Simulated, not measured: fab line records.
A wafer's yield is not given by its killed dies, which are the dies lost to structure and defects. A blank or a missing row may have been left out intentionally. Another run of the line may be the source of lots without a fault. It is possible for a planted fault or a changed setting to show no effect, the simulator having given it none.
Which tool did it?	flow sky130	35 wafers from 12 lots sampled at 5 of the route's 708 steps

WHAT EACH GAUGE READ, for each wafer
SKY_POLY_CUT_OVL_MEAS_09.
lot	measured	on	POLY_CUT_OVL (nm)
L812	day 25 00:48	overlay-01	-10 -2 -4
L813	day 25 08:58	overlay-02	0 0 7
L814	day 25 16:48	overlay-01	-1 -5 -11
L815	day 25 18:16	overlay-01	4 3 0
L816	day 26 07:16	overlay-01	-3 -4 1
L818	day 26 23:21	overlay-01	-9 -3 -2
L817	day 27 03:37	overlay-02	1 4 0
L820	day 27 06:13	overlay-01	1 -2 -2
L821	day 27 11:46	overlay-01	-9 -4 0
L828	day 29 22:16	overlay-02	9 0
L833	day 31 10:30	overlay-02	3 -2 0
L835	day 31 21:36	overlay-01	-9 -10 -7

SKY_SD_P_OVL_MEAS_08.
lot	measured	on	SD_P_OVL (nm)
L812	day 26 06:17	overlay-01	-2.6 -1.1 -2.6
L813	day 26 14:44	overlay-01	-2.3 -0.5 -1.3
L814	day 26 21:53	overlay-02	-0.4 -1.6 -1.5
L815	day 27 00:10	overlay-02	-0.7 -1.9 -0.4
L816	day 27 12:01	overlay-01	-0.3 0.4 0.9
L818	day 28 04:25	overlay-01	-1.2 -0.9 0.8
L817	day 28 08:30	overlay-01	0.7 0.5 0.1
L820	day 28 11:07	overlay-02	-0.1 -0.9 -0.1
L821	day 28 16:29	overlay-02	-0.3 -1.5 -1.5
L828	day 31 02:12	overlay-02	3.3 0.7
L833	day 32 13:29	overlay-01	-0.2 -0.3 1.6
L835	day 33 00:45	overlay-02	1.1 -1.6 1.8

SKY_CONTACT_BOW_MEAS_05.
lot	measured	on	CONTACT_BOW (um)
L812	day 31 03:47	filmMetro-04	78 81 76
L813	day 31 14:10	filmMetro-04	74 73 75
L814	day 31 18:52	filmMetro-04	81 85 80
L815	day 31 21:56	filmMetro-02	73 72 80
L816	day 32 09:08	filmMetro-01	85 78 90
L818	day 33 00:05	filmMetro-02	79 81 94
L817	day 33 04:40	filmMetro-04	82 83 96
L820	day 33 06:56	filmMetro-02	85 79 85
L821	day 33 11:22	filmMetro-01	92 81 81
L828	day 35 18:23	filmMetro-02	93 75 - -
L833	day 37 04:19	filmMetro-04	83 93 92
L835	day 37 17:20	filmMetro-04	79 69 72

EACH LOT AND THE TOOL THAT RAN IT (in order: tool; ch and the chambers of the sampled wafers; start)
lot	SKY_RES_XHIGH_SOFTBAKE_03	SKY_SD_N_RTA_14
L812	lithoTrack-01 ch 0, day 26 20:44	rtpAnneal-02 ch 0, day 28 15:54
L813	lithoTrack-01 ch 0, day 27 05:19	rtpAnneal-01 ch 0, day 29 01:10
L814	lithoTrack-02 ch 0, day 27 11:45	rtpAnneal-02 ch 0, day 29 06:59
L815	lithoTrack-01 ch 0, day 27 14:17	rtpAnneal-01 ch 0, day 29 09:55
L816	lithoTrack-01 ch 0, day 28 02:50	rtpAnneal-02 ch 0, day 29 21:19
L818	lithoTrack-02 ch 0, day 28 18:22	rtpAnneal-01 ch 0, day 30 14:05
L817	lithoTrack-03 ch 0, day 28 22:29	rtpAnneal-02 ch 0, day 30 17:59
L820	lithoTrack-02 ch 0, day 29 01:42	rtpAnneal-02 ch 0, day 30 20:11
L821	lithoTrack-02 ch 0, day 29 06:43	rtpAnneal-01 ch 0, day 31 01:09
L828	lithoTrack-02 ch 0, day 31 15:46	rtpAnneal-02 ch 0, day 33 09:06
L833	lithoTrack-03 ch 0, day 33 03:42	rtpAnneal-02 ch 0, day 34 20:12
L835	lithoTrack-03 ch 0, day 33 14:51	rtpAnneal-02 ch 0, day 35 08:18
- SKY_RES_XHIGH_SOFTBAKE_03: time 60 s.
- SKY_SD_N_RTA_14: time 2 s.

WHAT THE TOOLS THEMSELVES READ (means of the sampled wafers that have a number; where no wafer has one, the mark that the record gives instead)
SKY_RES_XHIGH_SOFTBAKE_03.
lot	tool	heaterPowerTotalW (W)	runLengthS (s)
L812	lithoTrack-01	56.60	89.03
L813	lithoTrack-01	56.65	89.11
L814	lithoTrack-02	56.57	89.32
L815	lithoTrack-01	56.60	88.98
L816	lithoTrack-01	56.58	89.08
L818	lithoTrack-02	56.58	89.29
L817	lithoTrack-03	56.61	89.25
L820	lithoTrack-02	56.61	89.24
L821	lithoTrack-02	56.61	89.50
L828	lithoTrack-02	56.64	91.72
L833	lithoTrack-03	56.55	89.17
L835	lithoTrack-03	56.62	89.14

SKY_SD_N_RTA_14.
lot	tool	lampPowerPct (%)	wafer_temp_C_max
L812	rtpAnneal-02	15.71	1078.5
L813	rtpAnneal-01	15.75	1078.6
L814	rtpAnneal-02	15.71	1078.3
L815	rtpAnneal-01	15.71	1077.7
L816	rtpAnneal-02	15.73	1079.4
L818	rtpAnneal-01	15.69	1077.6
L817	rtpAnneal-02	15.72	1078.5
L820	rtpAnneal-02	15.75	1078.6
L821	rtpAnneal-01	15.75	1077.6
L828	rtpAnneal-02	15.73	1079.9
L833	rtpAnneal-02	15.75	1077.7
L835	rtpAnneal-02	15.77	1077.0

THE ANSWER, worked out from the rows above alone
Rule: usual is defined by the lots themselves. The widest of any qualifying gaps counts: lots, ordered by their means at a reading, are off when they make up no more than a third of the lots, leave a main group of 4 or more, and stand apart from it by 3 or more times the standard deviation of that group's means. Not used: any main group whose means are identical at the precision the tables above print for the reading. Also off: a lot with no number at a reading for which 4 or more lots have one. Any other lot the step has rows for is counted as sound. First the gauges in route order, then the tools' own readings, where a lot's mean is used as printed above. At the first step where some lot is off, the reading lying furthest off is the one used; lots without a number count as furthest.
Off, at SKY_RES_XHIGH_SOFTBAKE_03 on runLengthS: L828. Main group: mean 89.19 s, sd 0.14.
If a tool, at that step or one of the process steps before it, ran each lot that is off and ran no sound lot following the first of them, it fits. One fits: SKY_RES_XHIGH_SOFTBAKE_03 on lithoTrack-02. A fault onset in the window from L821 (day 29 06:43, its last sound lot) to L828 (day 31 15:46, its first lot off) fits.
On the lots that are off, the tool's own readings at SKY_RES_XHIGH_SOFTBAKE_03 differ by more than 5 times the standard deviation of the sound lots' means, which bears it out; runLengthS reads 91.72 s there versus 89.19 s on the sound lots.

WHAT HAD BEEN PUT IN BY THE SIMULATOR
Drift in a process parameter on lithoTrack-02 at SKY_RES_XHIGH_SOFTBAKE_03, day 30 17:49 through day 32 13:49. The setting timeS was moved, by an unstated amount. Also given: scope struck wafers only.
Shown lots that were struck: L828. The rule above reached the same finding.
